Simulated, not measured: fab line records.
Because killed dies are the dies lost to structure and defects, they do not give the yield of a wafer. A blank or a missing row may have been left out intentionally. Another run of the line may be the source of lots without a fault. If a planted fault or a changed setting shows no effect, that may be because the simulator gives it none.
The tool behind it: which one?	flow sfq line	14 lots with 42 wafers sampled at 4 steps, on a route of 325 steps

WHAT THE GAUGES READ, wafer by wafer
SFQ_I4_OVL_MEAS_928. Usual: I4_OVL -2 nm, standard deviation 5.2.
lot	measured	on	I4_OVL (nm)	flag
L752	day 46 17:54	overlay-02	-4 -7 -7	
L755	day 49 03:58	overlay-02	-8 -2 -4	
L756	day 49 05:10	overlay-02	-1 -4 -9	
L757	day 49 06:21	overlay-02	-3 3 1	
L764	day 56 16:29	overlay-01	0 3 -1	
L766	day 56 23:38	overlay-02	-3 -3 -3	
L768	day 57 02:02	overlay-02	-15 -6 -8	
L769	day 58 05:24	overlay-02	-5 -6 -7	
L770	day 61 05:31	overlay-01	3 2 -2	
L771	day 61 08:23	overlay-01	-1 2 -2	
L772	day 61 11:23	overlay-02	-10 -5 -8	
L773	day 61 12:46	overlay-02	-5 -5 1	
L774	day 61 19:01	overlay-02	-2 -3 -4	
L775	day 62 01:49	overlay-01	9 9 6	

EACH LOT AND THE TOOL THAT RAN IT (in order: tool; ch and the chambers of the sampled wafers; start)
lot	SFQ_TRILAYER_I3_METRO_MEASURE_083	SFQ_TRILAYER_I4_CMP_CMP_100	SFQ_TRILAYER_I4_METRO_MEASURE_101
L752	film metro-01, day 35 03:19	cmp-02 ch 0,1,2, day 41 04:38	film metro-04, day 41 07:58
L755	film metro-01, day 41 07:02	cmp-01 ch 0,1,3, day 47 01:16	film metro-02, day 47 03:05
L756	film metro-04, day 41 16:26	cmp-01 ch 0,3, day 47 16:59	film metro-03, day 47 20:12
L757	film metro-04, day 42 00:50	cmp-02 ch 1,2,3, day 47 20:32	film metro-03, day 47 23:39
L764	film metro-02, day 49 23:59	cmp-01 ch 1,2,3, day 56 06:27	film metro-04, day 56 09:16
L766	film metro-02, day 50 09:50	cmp-01 ch 0,2,3, day 56 11:57	film metro-04, day 56 15:04
L768	film metro-02, day 50 15:05	cmp-02 ch 0,3, day 56 18:52	film metro-02, day 56 21:53
L769	film metro-01, day 50 18:17	cmp-01 ch 0,1, day 56 20:57	film metro-02, day 57 00:40
L770	film metro-01, day 50 22:52	cmp-01 ch 0,2,3, day 60 23:18	film metro-03, day 61 02:07
L771	film metro-04, day 51 02:16	cmp-01 ch 0,1,2, day 61 03:18	film metro-02, day 61 05:31
L772	film metro-01, day 51 04:52	cmp-01 ch 0,1,3, day 61 05:18	film metro-03, day 61 08:07
L773	film metro-02, day 51 10:40	cmp-02 ch 1,2,3, day 61 06:12	film metro-04, day 61 09:19
L774	film metro-04, day 51 11:41	cmp-02 ch 1,3, day 61 12:12	film metro-02, day 61 15:19
L775	film metro-01, day 51 13:40	cmp-02 ch 1,2,3, day 61 15:12	film metro-03, day 61 18:19
- SFQ_TRILAYER_I3_METRO_MEASURE_083
- SFQ_TRILAYER_I4_CMP_CMP_100: polishes SiO2.
- SFQ_TRILAYER_I4_METRO_MEASURE_101

AS READ BY THE TOOLS THEMSELVES (means over the sampled wafers that have a number; for cases with no such wafer, the mark the record gives instead)
SFQ_TRILAYER_I3_METRO_MEASURE_083. Usual: thk nm at 200.3 nm, with a standard deviation of 0.86.
lot	tool	thk nm (nm)	flag
L752	film metro-01	199.5	
L755	film metro-01	200.2	
L756	film metro-04	200.9	
L757	film metro-04	199.9	
L764	film metro-02	200.4	
L766	film metro-02	199.6	
L768	film metro-02	201.2	
L769	film metro-01	199.6	
L770	film metro-01	199.9	
L771	film metro-04	199.8	
L772	film metro-01	200.9	
L773	film metro-02	201.1	
L774	film metro-04	200.7	
L775	film metro-01	201.9	

SFQ_TRILAYER_I4_CMP_CMP_100. Usual: motor current A 10.5 A, standard deviation 1.1; platen rpm 60.00 rpm, standard deviation 0.046; time to endpoint s 216 s, standard deviation 5.5.
lot	tool	motor current A (A)	platen rpm (rpm)	time to endpoint s (s)	flag
L752	cmp-02	11.0	60.02	215	
L755	cmp-01	10.2	60.00	216	
L756	cmp-01	10.2	59.95	223	
L757	cmp-02	9.7	60.02	210	
L764	cmp-01	10.2	60.00	215	
L766	cmp-01	10.6	60.09	149	OFF
L768	cmp-02	10.6	60.00	218	
L769	cmp-01	10.9	59.98	188	OFF
L770	cmp-01	10.3	59.99	215	
L771	cmp-01	11.3	59.98	212	
L772	cmp-01	10.1	59.98	219	
L773	cmp-02	10.0	59.94	215	
L774	cmp-02	10.0	60.05	212	
L775	cmp-02	9.7	60.00	215	

SFQ_TRILAYER_I4_METRO_MEASURE_101. Usual: thk nm at 200.2 nm, with a standard deviation of 0.9.
lot	tool	thk nm (nm)	flag
L752	film metro-04	199.2	
L755	film metro-02	200.5	
L756	film metro-03	199.4	
L757	film metro-03	199.8	
L764	film metro-04	201.0	
L766	film metro-04	200.8	
L768	film metro-02	200.1	
L769	film metro-02	200.6	
L770	film metro-03	200.5	
L771	film metro-02	200.3	
L772	film metro-03	199.9	
L773	film metro-04	199.8	
L774	film metro-02	200.7	
L775	film metro-03	199.8	

THE ANSWER, worked out from the rows above alone
Rule: a lot is off if the mean of its wafers that have a number lies more than 3 standard deviations from the usual mean. A lot without any number at a reading at which 4 lots or more have one is off too. Any other lot the step has rows for is counted as sound. First the gauges in route order, then the tools' own readings, where a lot's mean is used as printed above. At the first step where some lot is off, the reading lying furthest off is the one used; lots without a number count as furthest.
Off: L766, L769 (SFQ_TRILAYER_I4_CMP_CMP_100, time to endpoint s).
A tool fits if, at that step or a process step before it, it ran every lot that is off, and no sound lot after the first of them. None of those tried fits.

WHAT WAS PUT IN BY THE SIMULATOR
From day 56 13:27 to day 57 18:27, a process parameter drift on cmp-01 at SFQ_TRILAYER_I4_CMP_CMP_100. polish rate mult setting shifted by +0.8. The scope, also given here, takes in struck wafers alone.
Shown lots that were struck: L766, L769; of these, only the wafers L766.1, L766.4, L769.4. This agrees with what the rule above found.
